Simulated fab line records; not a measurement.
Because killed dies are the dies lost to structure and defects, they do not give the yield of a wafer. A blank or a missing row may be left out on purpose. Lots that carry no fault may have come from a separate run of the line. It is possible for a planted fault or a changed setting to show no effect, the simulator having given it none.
Which of the tools did it? :: flow sky130 :: 12 lots, 36 wafers sampled, at 1 step of a route of 708

## WHAT EACH GAUGE READ, for each wafer
SKY_POLY_GATE_OVL_MEAS_14.
lot: L075
measured: day 16 14:43
on: overlay-02
POLY_GATE_OVL (nm): -11 -7 -14

lot: L077
measured: day 17 08:24
on: overlay-02
POLY_GATE_OVL (nm): 4 8 1

lot: L078
measured: day 18 10:07
on: overlay-01
POLY_GATE_OVL (nm): 3 0 7

lot: L081
measured: day 19 02:16
on: overlay-01
POLY_GATE_OVL (nm): -9 -5 -8

lot: L083
measured: day 20 06:55
on: overlay-01
POLY_GATE_OVL (nm): -4 -3 -1

lot: L084
measured: day 20 13:01
on: overlay-01
POLY_GATE_OVL (nm): 0 -1 -1

lot: L087
measured: day 21 08:12
on: overlay-01
POLY_GATE_OVL (nm): 1 0 -1

lot: L089
measured: day 22 08:15
on: overlay-01
POLY_GATE_OVL (nm): 1 -4 -8

lot: L091
measured: day 22 22:37
on: overlay-01
POLY_GATE_OVL (nm): -7 1 -14

lot: L093
measured: day 23 07:21
on: overlay-02
POLY_GATE_OVL (nm): -3 -8 -6

lot: L095
measured: day 23 17:33
on: overlay-02
POLY_GATE_OVL (nm): -3 2 3

lot: L097
measured: day 24 20:34
on: overlay-02
POLY_GATE_OVL (nm): -4 -8 -9

## TOOL THAT RAN EACH LOT (tool first, then ch and the chambers of the sampled wafers, then the start)
Before these readings, the record contains no process step.

## THE ANSWER, worked out from the rows above alone
Rule: usual is defined by the lots themselves. Put in order of their means at a reading, lots are off if they are a third of the lots or fewer, leave a main group of 4 or more, and stand apart from it by a gap of 3 or more times the standard deviation of the main group's means; of several such gaps the widest counts. Not used: any main group whose means are identical at the precision the tables above print for the reading. A lot without any number at a reading at which 4 lots or more have one is off too. Where the step has rows for the other lots, those lots are counted as sound.
None of the lots is off at any reading shown; this tells nothing.

## WHAT THE SIMULATOR HAD INSERTED
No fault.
